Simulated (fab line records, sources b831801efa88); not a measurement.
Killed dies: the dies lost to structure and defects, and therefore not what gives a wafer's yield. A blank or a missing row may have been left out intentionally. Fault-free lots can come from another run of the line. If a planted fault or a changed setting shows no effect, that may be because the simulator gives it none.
What tool caused it?	flow sfq line	Sampling: 15 lots, 42 wafers, 6 of 325 route steps

## WHAT EACH GAUGE READ, for each wafer
Not one reading of a measure or inspect step in the record can be checked against a usual standard deviation.

## EACH LOT AND THE TOOL THAT RAN IT (in order: tool; ch and the chambers of the sampled wafers; start)
lot	SFQ_TRILAYER_I6_VIA_STRIP_STRIP_173	SFQ_TRILAYER_M7_DEP_SPUTTER_175	SFQ_TRILAYER_I7_CMP_CMP_184	SFQ_TRILAYER_I7_METRO_MEASURE_185	SFQ_TRILAYER_I7_VIA_BARC_OPEN_VIA_ETCH_260	SFQ_TRILAYER_I7_VIA_ETCH_VIA_ETCH_190
L558	rie metal-04 ch 1, day 63 09:31	pvd sputter-06, day 63 10:43	cmp-01 ch 1,3, day 65 03:28	film metro-01, day 65 06:17	rie diel-01 ch 0,1,2, day 69 03:17	rie diel-01 ch 0,1,2, day 69 03:20
L559	rie metal-04 ch 1, day 63 16:43	pvd sputter-03, day 63 17:56	cmp-01 ch 1,3, day 65 11:58	film metro-01, day 65 15:17	rie diel-02 ch 0,1, day 69 12:53	rie diel-02 ch 0,1, day 69 12:56
L560	rie metal-04 ch 0,1, day 63 19:01	pvd sputter-05, day 63 19:50	cmp-02 ch 1,2, day 65 15:19	film metro-03, day 65 18:26	rie diel-04 ch 0,1, day 69 14:05	rie diel-04 ch 0,1, day 69 14:08
L561	rie metal-04 ch 0,1, day 64 02:07	pvd sputter-05, day 64 02:55	cmp-01 ch 0,1,3, day 65 21:34	film metro-01, day 66 00:11	rie diel-02 ch 0,1,3, day 69 20:05	rie diel-02 ch 0,1,3, day 69 20:08
L562	rie metal-01 ch 0,1, day 65 04:31	pvd sputter-06, day 65 05:20	cmp-01 ch 0,1,3, day 66 19:10	film metro-03, day 66 21:47	rie diel-04 ch 1,3, day 70 21:23	rie diel-04 ch 1,3, day 70 21:26
L564	rie metal-02 ch 0,1, day 65 15:19	pvd sputter-03, day 65 16:07	cmp-01 ch 0,2,3, day 67 07:04	film metro-01, day 67 09:23	rie diel-04 ch 0,1,3, day 71 06:59	rie diel-04 ch 0,1,3, day 71 07:02
L565	rie metal-02 ch 0, day 65 17:43	pvd sputter-05, day 65 18:31	cmp-01 ch 1,3, day 67 10:34	film metro-01, day 67 12:11	rie diel-04 ch 1,2, day 71 10:35	rie diel-04 ch 1,2, day 71 10:38
L566	rie metal-02 ch 0, day 66 03:43	pvd sputter-06, day 66 04:10	cmp-01 ch 0, day 67 17:04	film metro-03, day 67 18:59	rie diel-01 ch 1, day 71 14:13	rie diel-01 ch 1, day 71 14:17
L571	rie metal-02 ch 1, day 67 11:16	pvd sputter-05, day 67 12:04	cmp-02 ch 0,2, day 68 17:10	film metro-03, day 68 19:59	rie diel-01 ch 1,2,3, day 72 22:41	rie diel-01 ch 1,2,3, day 72 22:43
L575	rie metal-04 ch 0,1, day 68 14:26	pvd sputter-03, day 68 15:03	cmp-02 ch 1,2,3, day 69 17:28	film metro-04, day 69 19:29	rie diel-04 ch 1,2, day 73 14:17	rie diel-04 ch 1,2, day 73 14:19
L576	rie metal-01 ch 0,1, day 68 15:26	pvd sputter-06, day 68 16:15	cmp-02 ch 0,1,2, day 69 18:58	film metro-03, day 69 22:05	rie diel-02 ch 0,2,3, day 73 19:05	rie diel-02 ch 0,2,3, day 73 19:07
L577	rie metal-04 ch 0,1, day 69 07:02	pvd sputter-06, day 69 07:52	cmp-02 ch 1,3, day 70 07:53	film metro-04, day 70 10:30	rie diel-04 ch 0,1, day 74 02:17	rie diel-04 ch 0,1, day 74 02:19
L578	rie metal-04 ch 0,1, day 69 09:26	pvd sputter-03, day 69 10:16	cmp-01 ch 0,2,3, day 70 12:08	film metro-03, day 70 14:28	rie diel-02 ch 0,1,2, day 74 05:53	rie diel-02 ch 0,1,2, day 74 05:55
L579	rie metal-01 ch 0,1, day 69 16:38	pvd sputter-05, day 69 17:28	cmp-02 ch 0,1,3, day 70 16:23	film metro-01, day 70 19:30	rie diel-04 ch 0,3, day 74 09:58	rie diel-04 ch 0,3, day 74 10:01
L580	rie metal-04 ch 0,1, day 69 18:02	pvd sputter-03, day 69 18:39	cmp-01 ch 0,2,3, day 70 18:38	film metro-03, day 70 20:52	rie diel-02 ch 0,3, day 74 11:10	rie diel-02 ch 0,3, day 74 11:13
- SFQ_TRILAYER_I6_VIA_STRIP_STRIP_173: strips in O2.
- SFQ_TRILAYER_M7_DEP_SPUTTER_175: material Nb, target thk 200 nm, time 133.3 s.
- SFQ_TRILAYER_I7_CMP_CMP_184: polishes SiO2.
- SFQ_TRILAYER_I7_METRO_MEASURE_185
- SFQ_TRILAYER_I7_VIA_BARC_OPEN_VIA_ETCH_260: etches BARC in O2, target depth 125 nm, time 41.7 s.
- SFQ_TRILAYER_I7_VIA_ETCH_VIA_ETCH_190: etches SiO2 in CHF3, stops on Nb, target depth 260 nm.

## AS READ BY THE TOOLS THEMSELVES (means over the sampled wafers that have a number; for cases with no such wafer, the mark the record gives instead)
SFQ_TRILAYER_I6_VIA_STRIP_STRIP_173. Usual: drypump motor current A 5.8 A, standard deviation 0.37; oes product au 1.005 a.u., standard deviation 0.015.
lot	tool	drypump motor current A (A)	oes product au (a.u.)	flag
L558	rie metal-04	5.9	1.020	
L559	rie metal-04	5.9	1.019	
L560	rie metal-04	5.9	1.035	
L561	rie metal-04	6.0	1.028	
L562	rie metal-01	5.3	0.993	
L564	rie metal-02	5.8	0.989	
L565	rie metal-02	6.3	0.997	
L566	rie metal-02	6.3	0.996	
L571	rie metal-02	5.6	0.998	
L575	rie metal-04	5.9	1.021	
L576	rie metal-01	5.3	0.990	
L577	rie metal-04	5.9	1.002	
L578	rie metal-04	5.9	1.000	
L579	rie metal-01	5.3	0.996	
L580	rie metal-04	5.9	0.997	

SFQ_TRILAYER_M7_DEP_SPUTTER_175. Usual: throttle valve pct 29.9 %, standard deviation 0.8.
lot	tool	throttle valve pct (%)	flag
L558	pvd sputter-06	30.0	
L559	pvd sputter-03	29.5	
L560	pvd sputter-05	29.8	
L561	pvd sputter-05	30.2	
L562	pvd sputter-06	29.3	
L564	pvd sputter-03	29.6	
L565	pvd sputter-05	30.1	
L566	pvd sputter-06	29.1	
L571	pvd sputter-05	29.2	
L575	pvd sputter-03	29.8	
L576	pvd sputter-06	30.4	
L577	pvd sputter-06	30.6	
L578	pvd sputter-03	30.0	
L579	pvd sputter-05	30.1	
L580	pvd sputter-03	29.8	

SFQ_TRILAYER_I7_CMP_CMP_184. Usual: motor current A 9.8 A, standard deviation 0.74; platen rpm 60.00 rpm, standard deviation 0.039; time to endpoint s 215 s, standard deviation 9.9.
lot	tool	motor current A (A)	platen rpm (rpm)	time to endpoint s (s)	flag
L558	cmp-01	9.3	60.04	205	
L559	cmp-01	9.6	59.98	208	
L560	cmp-02	9.8	59.97	222	
L561	cmp-01	9.3	60.03	208	
L562	cmp-01	9.5	60.01	228	
L564	cmp-01	9.6	59.96	238	
L565	cmp-01	9.7	60.07	236	
L566	cmp-01	9.5	60.00	219	
L571	cmp-02	10.1	60.02	227	
L575	cmp-02	10.3	60.03	228	
L576	cmp-02	9.7	60.01	221	
L577	cmp-02	9.9	60.00	217	
L578	cmp-01	9.6	59.99	208	
L579	cmp-02	10.0	59.99	211	
L580	cmp-01	9.5	60.00	223	

SFQ_TRILAYER_I7_METRO_MEASURE_185. Usual: thk nm 199.9 nm, standard deviation 1.3.
lot	tool	thk nm (nm)	flag
L558	film metro-01	198.7	
L559	film metro-01	199.1	
L560	film metro-03	200.4	
L561	film metro-01	198.1	
L562	film metro-03	233.8	OFF
L564	film metro-01	233.3	OFF
L565	film metro-01	249.8	OFF
L566	film metro-03	202.1	
L571	film metro-03	200.9	
L575	film metro-04	200.0	
L576	film metro-03	200.6	
L577	film metro-04	200.1	
L578	film metro-03	200.0	
L579	film metro-01	199.7	
L580	film metro-03	201.1	

SFQ_TRILAYER_I7_VIA_BARC_OPEN_VIA_ETCH_260. Usual: drypump motor current A 5.85 A, standard deviation 0.27; oes product au 0.685 a.u., standard deviation 0.0044.
lot	tool	drypump motor current A (A)	oes product au (a.u.)	flag
L558	rie diel-01	5.57	0.688	
L559	rie diel-02	6.10	0.682	
L560	rie diel-04	5.77	0.686	
L561	rie diel-02	5.99	0.685	
L562	rie diel-04	5.80	0.686	
L564	rie diel-04	5.77	0.688	
L565	rie diel-04	5.82	0.684	
L566	rie diel-01	5.86	0.684	
L571	rie diel-01	5.90	0.681	
L575	rie diel-04	5.85	0.687	
L576	rie diel-02	5.98	0.684	
L577	rie diel-04	5.75	0.682	
L578	rie diel-02	6.08	0.684	
L579	rie diel-04	5.78	0.684	
L580	rie diel-02	5.96	0.683	

SFQ_TRILAYER_I7_VIA_ETCH_VIA_ETCH_190. Usual: drypump motor current A 5.85 A, standard deviation 0.26; oes product au 0.854 a.u., standard deviation 0.0059.
lot	tool	drypump motor current A (A)	oes product au (a.u.)	flag
L558	rie diel-01	5.56	0.850	
L559	rie diel-02	6.08	0.851	
L560	rie diel-04	5.78	0.850	
L561	rie diel-02	5.96	0.849	
L562	rie diel-04	5.81	0.909	OFF
L564	rie diel-04	5.78	0.911	OFF
L565	rie diel-04	5.83	0.940	OFF
L566	rie diel-01	5.87	0.860	
L571	rie diel-01	5.90	0.857	
L575	rie diel-04	5.83	0.857	
L576	rie diel-02	5.97	0.854	
L577	rie diel-04	5.74	0.857	
L578	rie diel-02	6.10	0.856	
L579	rie diel-04	5.78	0.853	
L580	rie diel-02	5.93	0.859	

## THE ANSWER, worked out from the rows above alone
Rule: a lot counts as off when the mean over its wafers that have a number is more than 3 standard deviations away from the usual mean. A lot without any number at a reading at which 4 lots or more have one is off too. The other lots that the step has rows for count as sound. First the gauges in route order, then the tools' own readings, where a lot's mean is used as printed above. At the first step where some lot is off, the reading lying furthest off is the one used; lots without a number count as furthest.
Off: L562, L564, L565 (SFQ_TRILAYER_I7_METRO_MEASURE_185, thk nm).
If a tool, at that step or one of the process steps before it, ran each lot that is off and ran no sound lot following the first of them, it fits. Of those tried, none fits.

## WHAT HAD BEEN PUT IN BY THE SIMULATOR
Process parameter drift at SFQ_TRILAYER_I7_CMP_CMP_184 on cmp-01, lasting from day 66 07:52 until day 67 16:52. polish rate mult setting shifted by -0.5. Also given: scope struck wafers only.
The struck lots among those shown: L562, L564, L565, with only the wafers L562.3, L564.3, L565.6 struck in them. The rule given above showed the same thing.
